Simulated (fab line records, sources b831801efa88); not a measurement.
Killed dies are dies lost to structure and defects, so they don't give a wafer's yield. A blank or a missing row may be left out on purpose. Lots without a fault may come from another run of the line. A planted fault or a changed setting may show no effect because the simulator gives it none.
A struck lot beside a sound one | flow sky130 | 43 steps out of a route of 708
Sound: wafers L338.1, L338.4, L338.6. Struck: wafers L357.1, L357.5. (L357.6 of the same lot was not struck and is left out.) The cause comes at the end.
At each step with rows: each side's tool, then ch and its chambers, then its first start. Under that, the readings that differ: sound wafers | struck wafers | difference of the means | sigmas: that difference in standard deviations of wafers without a fault.
alike: readings whose means differ by less than 2 such deviations, and words and numbers that are the same on both sides. not compared: withheld readings, readings that some wafer has no value for, bounds like >300 that may hide the same value, and numbers for which the record gives no deviation and whose values overlap.
The two part at a step that has a row with sigmas, a row that says differs or no value, or rows on one side only. Numbers that don't overlap but have no deviation are shown without sigmas and don't part them. A reading that every wafer of one side lacks parts them only if that side has two wafers or more.

first, 7 steps without rows for these wafers: SKY_CONTACT_HMDS_07 (prime time 60 s); SKY_CONTACT_COAT_08 (resist thk 60 nm); SKY_CONTACT_COAT_09 (resist thk 450 nm); SKY_CONTACT_SOFTBAKE_10 (time 90 s); SKY_CONTACT_EXPOSE_11 (exposes mask CTM1, target cd 170 nm); SKY_CONTACT_PEB_12; SKY_CONTACT_DEVELOP_13 (develop time 60 s).
SKY_CONTACT_CD_MEAS_14: target cd 170 nm.
  sound on cd_sem-01, day 31 14:43; struck on cd_sem-01, day 37 13:11
  alike: cd_nm
SKY_CONTACT_OVL_MEAS_15:
  sound on overlay-01, day 31 14:50; struck on overlay-02, day 37 13:18
  alike: CONTACT_OVL
then, 1 step without rows for these wafers: SKY_CONTACT_ETCH_16 (etches BARC in N2/H2, stops on SiO2, time 45.9 s, target depth 60 nm).
SKY_CONTACT_ETCH_17: etches SiO2 in C4F8/O2/Ar, stops on Si3N4, target depth 340 nm.
  sound on rie_diel-04 ch 2,3, day 31 14:55; struck on rie_diel-03 ch 2,3, day 37 13:23
  reading               | sound             | struck      | difference | sigmas
  oes_product_au (a.u.) | 0.884 0.886 0.897 | 0.900 0.899 | +0.010     | +2
  alike: chamber_pressure_mTorr
then, 1 step without rows for these wafers: SKY_CONTACT_ETCH_18 (etches Si3N4 in CHF3/O2, stops on TiN, time 39 s, target depth 75 nm).
SKY_CONTACT_STRIP_19: strips in O2/N2.
  sound on plasma_asher-02 ch 0,1, day 31 15:01; struck on plasma_asher-02 ch 0, day 37 13:28
  alike: chamber_pressure_mTorr, drypump_motor_current_A, oes_product_au, strip_time_to_endpoint_s
  not compared: rf_hours_counter_h
then, 5 steps without rows for these wafers: SKY_CONTACT_STRIP_20 (strips in post etch residue remover, time 1200 s); SKY_CONTACT_CLEAN_21 (cleans in IPA, time 180 s); SKY_CONTACT_CLEAN_22 (cleans in O3/DIW); SKY_CONTACT_SPUTTER_23 (material TiN, target thk 20 nm, time 80 s); SKY_CONTACT_CVD_24 (deposits W, target thk 340 nm, time 102.12 s).
SKY_CONTACT_RS_MEAS_25: measures by four-point-probe.
  sound on film_metro-04, day 31 16:13; struck on film_metro-02, day 37 14:14
  reading               | sound             | struck      | difference | sigmas
  CONTACT_W_RS (ohm/sq) | 0.326 0.333 0.334 | 0.345 0.352 | +0.017     | +3
SKY_CONTACT_THK_MEAS_26: measures by xrf.
  sound on film_metro-04, day 31 16:20; struck on film_metro-02, day 37 14:21
  reading            | sound       | struck  | difference | sigmas
  CONTACT_W_THK (nm) | 340 332 331 | 323 316 | -15        | -3
SKY_CONTACT_CMP_27: polishes, stops on SiO2, t overpolish 15 s, target thk 0 nm.
  sound on cmp-02 ch 0,2, day 31 16:26; struck on cmp-01 ch 2,3, day 37 14:25
  alike: edge_zone_pressure_frac, motor_current_A, overpolish_run_s, time_to_endpoint_s
SKY_METAL1_SPUTTER_00: material Ti, target thk 15 nm, time 10 s.
  sound on pvd_sputter-01, day 31 16:41; struck on pvd_sputter-03, day 37 14:43
  alike: throttle_valve_pct
then, 2 steps without rows for these wafers: SKY_METAL1_SPUTTER_01 (material TiN, target thk 20 nm, time 16.7 s); SKY_METAL1_SPUTTER_02 (material AlCu, target thk 250 nm, time 13.3 s).
SKY_METAL1_SPUTTER_03: material Ti, target thk 5 nm, time 3.3 s.
  sound on pvd_sputter-01, day 31 16:46; struck on pvd_sputter-03, day 37 14:47
  alike: throttle_valve_pct
then, 1 step without rows for these wafers: SKY_METAL1_SPUTTER_04 (material TiN, target thk 70 nm, time 58.3 s).
SKY_METAL1_RS_MEAS_05: measures by four-point-probe.
  sound on film_metro-01, day 31 16:50; struck on film_metro-03, day 37 14:51
  reading                 | sound                | struck        | difference | sigmas
  METAL1_ALCU_RS (ohm/sq) | 0.1302 0.1268 0.1264 | 0.1254 0.1230 | -0.0036    | -2
SKY_METAL1_THK_MEAS_06: measures by xrf.
  sound on film_metro-01, day 31 16:57; struck on film_metro-03, day 37 14:58
  alike: METAL1_ALCU_THK
then, 8 steps without rows for these wafers: SKY_METAL1_DEHYDRATE_07 (time 60 s); SKY_METAL1_HMDS_08 (prime time 60 s); SKY_METAL1_COAT_09 (resist thk 60 nm); SKY_METAL1_COAT_10 (resist thk 450 nm); SKY_METAL1_SOFTBAKE_11 (time 90 s); SKY_METAL1_EXPOSE_12 (exposes mask MM1, target cd 140 nm); SKY_METAL1_PEB_13; SKY_METAL1_DEVELOP_14 (develop time 60 s).
SKY_METAL1_CD_MEAS_15: target cd 140 nm.
  sound on cd_sem-01, day 32 20:05; struck on cd_sem-02, day 38 16:32
  alike: cd_nm
SKY_METAL1_OVL_MEAS_16:
  sound on overlay-01, day 32 20:12; struck on overlay-02, day 38 16:39
  alike: METAL1_OVL
then, 3 steps without rows for these wafers: SKY_METAL1_DESCUM_17 (chemistry O2, time 8 s); SKY_METAL1_ETCH_18 (etches BARC in N2/H2, stops on SiO2, time 45.9 s, target depth 60 nm); SKY_METAL1_METAL_ETCH_19 (etches the open film in Cl2/BCl3, stops on SiO2, target depth 360 nm, time 78 s).
SKY_METAL1_STRIP_20: strips in O2/N2.
  sound on plasma_asher-02 ch 0,1, day 32 20:36; struck on plasma_asher-04 ch 1, day 38 17:03
  reading               | sound             | struck      | difference | sigmas
  oes_product_au (a.u.) | 0.344 0.347 0.351 | 0.338 0.335 | -0.011     | -2
  alike: chamber_pressure_mTorr, drypump_motor_current_A, strip_time_to_endpoint_s
  not compared: rf_hours_counter_h
-- the record jumps here: 11 days lie between the struck wafers' starts before and after (it left off in module METAL1 and takes up again in module PAD_OPEN, whose first step shown is number 708 of the route) --
SKY_PAD_OPEN_PROBE_99:
  the record has rows for the struck wafers here (prober-01, day 50 04:24) and none for the sound ones

WHERE THEY PART
First at SKY_CONTACT_ETCH_17; last, within this record, at SKY_PAD_OPEN_PROBE_99.

WHY: what the simulator had put in
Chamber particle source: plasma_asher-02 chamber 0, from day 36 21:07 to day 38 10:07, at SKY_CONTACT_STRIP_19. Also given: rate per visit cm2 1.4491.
